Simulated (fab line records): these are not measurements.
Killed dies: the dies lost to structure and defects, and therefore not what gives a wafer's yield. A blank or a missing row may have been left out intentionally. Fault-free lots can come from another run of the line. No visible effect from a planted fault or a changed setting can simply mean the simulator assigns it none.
Which tool did it? | flow sky130 | 39 wafers from 13 lots sampled at 5 of the route's 708 steps

== WHAT THE GAUGES SHOWED, per wafer ==
SKY_VT_ADJUST_NCORE_TW_MEAS_11. Usual: for VT_ADJUST_NCORE_TW the level is 217.7 and the standard deviation is 2.
lot  | measured     | on            | VT_ADJUST_NCORE_TW | flag
L567 | day 9 06:22  | film_metro-03 | 218.8 218.1 219.5  |
L569 | day 9 12:06  | film_metro-02 | 213.1 214.5 213.9  |
L570 | day 9 23:49  | film_metro-03 | 219.3 219.0 219.0  |
L571 | day 10 00:11 | film_metro-03 | 219.7 219.2 219.1  |
L572 | day 10 13:14 | film_metro-02 | 216.3 216.3 217.0  |
L574 | day 10 14:49 | film_metro-04 | 219.8 220.6 220.4  |
L575 | day 11 01:01 | film_metro-02 | 215.3 215.6 216.1  |
L581 | day 12 18:50 | film_metro-02 | 170.6 168.5 169.2  | OFF
L582 | day 13 03:16 | film_metro-02 | 168.2 169.0 169.5  | OFF
L584 | day 13 12:37 | film_metro-02 | 216.4 216.2 214.9  |
L586 | day 14 07:35 | film_metro-02 | 217.0 216.7 217.5  |
L587 | day 14 10:34 | film_metro-03 | 219.5 219.8 218.6  |
L590 | day 15 16:45 | film_metro-03 | 219.7 220.4 220.8  |

SKY_VT_ADJUST_HVTR_CD_MEAS_07: target cd 380 nm. Usual: 379.9 nm for cd_nm, sd 2.7.
lot  | measured     | on        | cd_nm (nm)        | flag
L567 | day 10 04:03 | cd_sem-02 | 378.7 380.1 380.6 |
L569 | day 10 09:50 | cd_sem-02 | 377.8 377.6 374.8 |
L570 | day 10 22:41 | cd_sem-02 | 378.6 383.4 380.8 |
L571 | day 10 22:57 | cd_sem-02 | 378.9 376.8 378.5 |
L572 | day 11 12:20 | cd_sem-02 | 382.0 384.2 381.9 |
L574 | day 11 14:46 | cd_sem-01 | 377.7 380.0 381.6 |
L575 | day 12 01:08 | cd_sem-02 | 383.1 381.5 380.6 |
L581 | day 13 20:42 | cd_sem-02 | 380.9 382.2 384.0 |
L582 | day 14 05:07 | cd_sem-02 | 383.3 380.3 381.4 |
L584 | day 14 15:12 | cd_sem-01 | 382.7 382.5 383.0 |
L586 | day 15 10:25 | cd_sem-01 | 375.2 374.4 376.0 |
L587 | day 15 13:11 | cd_sem-02 | 377.6 378.2 380.7 |
L590 | day 16 20:30 | cd_sem-01 | 382.2 380.4 383.4 |

SKY_VT_ADJUST_HVTR_TW_MEAS_11. Usual: for VT_ADJUST_HVTR_TW the level is 211.5 and the standard deviation is 1.5.
lot  | measured     | on            | VT_ADJUST_HVTR_TW | flag
L567 | day 10 04:27 | film_metro-04 | 210.6 210.6 211.8 |
L569 | day 10 10:14 | film_metro-04 | 211.4 211.0 212.1 |
L570 | day 10 23:06 | film_metro-03 | 210.6 210.3 211.4 |
L571 | day 10 23:21 | film_metro-04 | 210.4 211.6 210.8 |
L572 | day 11 12:43 | film_metro-03 | 210.8 209.7 211.2 |
L574 | day 11 15:10 | film_metro-04 | 211.8 211.5 211.2 |
L575 | day 12 01:32 | film_metro-03 | 211.4 210.9 210.3 |
L581 | day 13 21:06 | film_metro-04 | 211.8 210.7 212.7 |
L582 | day 14 05:31 | film_metro-04 | 209.6 209.9 211.0 |
L584 | day 14 15:37 | film_metro-04 | 210.1 209.5 207.9 |
L586 | day 15 10:49 | film_metro-01 | 213.5 213.4 212.9 |
L587 | day 15 13:35 | film_metro-01 | 214.5 213.2 214.4 |
L590 | day 16 20:54 | film_metro-01 | 212.8 211.4 212.7 |

SKY_SONOS_TUNNEL_CD_MEAS_07: target cd 410 nm. Usual: 410.6 nm for cd_nm, sd 2.4.
lot  | measured     | on        | cd_nm (nm)        | flag
L567 | day 12 03:45 | cd_sem-02 | 409.0 408.0 408.7 |
L569 | day 12 08:37 | cd_sem-01 | 411.4 414.7 413.2 |
L570 | day 12 22:45 | cd_sem-01 | 412.7 413.0 411.8 |
L571 | day 12 23:22 | cd_sem-01 | 415.6 414.1 414.6 |
L572 | day 13 13:41 | cd_sem-02 | 410.2 409.1 409.9 |
L574 | day 13 17:39 | cd_sem-01 | 410.0 409.0 411.1 |
L575 | day 14 04:03 | cd_sem-01 | 410.9 411.2 411.9 |
L581 | day 16 02:27 | cd_sem-02 | 412.1 412.8 411.1 |
L582 | day 16 13:17 | cd_sem-01 | 411.7 407.5 411.2 |
L584 | day 16 22:26 | cd_sem-02 | 411.9 411.2 412.8 |
L586 | day 17 20:10 | cd_sem-01 | 408.2 409.1 408.4 |
L587 | day 17 22:28 | cd_sem-02 | 406.7 407.8 406.4 |
L590 | day 19 07:08 | cd_sem-01 | 408.8 410.3 408.8 |

== EACH LOT AND THE TOOL THAT RAN IT (in order: tool; ch and the chambers of the sampled wafers; start) ==
lot  | SKY_VT_ADJUST_NCORE_IMPLANT_09
L567 | implanter-01 ch 0, day 9 06:07
L569 | implanter-03 ch 0, day 9 11:52
L570 | implanter-03 ch 0, day 9 23:33
L571 | implanter-04 ch 0, day 9 23:57
L572 | implanter-01 ch 0, day 10 13:01
L574 | implanter-04 ch 0, day 10 14:34
L575 | implanter-01 ch 0, day 11 00:47
L581 | implanter-01 ch 0, day 12 18:35
L582 | implanter-01 ch 0, day 13 03:01
L584 | implanter-03 ch 0, day 13 12:22
L586 | implanter-04 ch 0, day 14 07:21
L587 | implanter-04 ch 0, day 14 10:20
L590 | implanter-04 ch 0, day 15 16:30
- SKY_VT_ADJUST_NCORE_IMPLANT_09

== WHAT THE TOOLS THEMSELVES READ (means of the sampled wafers that have a number; where no wafer has one, the mark that the record gives instead) ==
SKY_VT_ADJUST_NCORE_IMPLANT_09. Usual: dose_ions_cm2 2.4002e+12, standard deviation 2.8e+09; faraday_current_uA 13.52, standard deviation 0.27.
lot  | tool         | dose_ions_cm2 | faraday_current_uA | flag
L567 | implanter-01 | 2.3953e+12    | 13.19              |
L569 | implanter-03 | 2.3985e+12    | 13.35              |
L570 | implanter-03 | 2.3975e+12    | 13.49              |
L571 | implanter-04 | 2.3983e+12    | 13.48              |
L572 | implanter-01 | 2.3963e+12    | 13.45              |
L574 | implanter-04 | 2.3999e+12    | 13.60              |
L575 | implanter-01 | 2.4011e+12    | 13.39              |
L581 | implanter-01 | 1.0061e+12    | 5.67               | OFF
L582 | implanter-01 | 1.0054e+12    | 5.58               | OFF
L584 | implanter-03 | 2.3973e+12    | 13.77              |
L586 | implanter-04 | 2.3996e+12    | 13.46              |
L587 | implanter-04 | 2.4023e+12    | 13.45              |
L590 | implanter-04 | 2.4030e+12    | 13.46              |

== THE ANSWER, worked out from the rows above alone ==
Rule: a lot is off if the mean of its wafers that have a number lies more than 3 standard deviations from the usual mean. Also off: a lot with no number at a reading for which 4 or more lots have one. Any other lot the step has rows for is counted as sound. Order of review: gauges by route order, followed by the tools' own readings, for which a lot's mean as printed above is used. The first step at which some lot is off is used, and at that step the reading that is off furthest; a lot without a number counts as furthest.
Off: L581, L582, at SKY_VT_ADJUST_NCORE_TW_MEAS_11 (VT_ADJUST_NCORE_TW).
If a tool, at a process step before that reading, ran all the lots that are off and no sound lot after the first of them, it fits. Not tried: the gauges at SKY_VT_ADJUST_NCORE_TW_MEAS_11; whatever is off there is also off at SKY_VT_ADJUST_NCORE_IMPLANT_09, on other tools, and gauge error can't account for it. One fits: implanter-01 at SKY_VT_ADJUST_NCORE_IMPLANT_09. A fault onset in the window from L575 (day 11 00:47, its last sound lot) to L581 (day 12 18:35, its first lot off) fits.
The tool's own readings at SKY_VT_ADJUST_NCORE_IMPLANT_09 bear it out: on the lots that are off they differ by more than 5 times the standard deviation of the sound lots' means. dose_ions_cm2 reads 1.0058e+12 there against 2.3990e+12 on the sound lots; faraday_current_uA reads 5.62 there against 13.46 on the sound lots.

== WHAT THE SIMULATOR HAD INSERTED ==
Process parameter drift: implanter-01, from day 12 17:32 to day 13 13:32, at SKY_VT_ADJUST_NCORE_IMPLANT_09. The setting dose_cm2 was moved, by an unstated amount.
Shown lots that were struck: L581, L582. Same finding as the rule above.
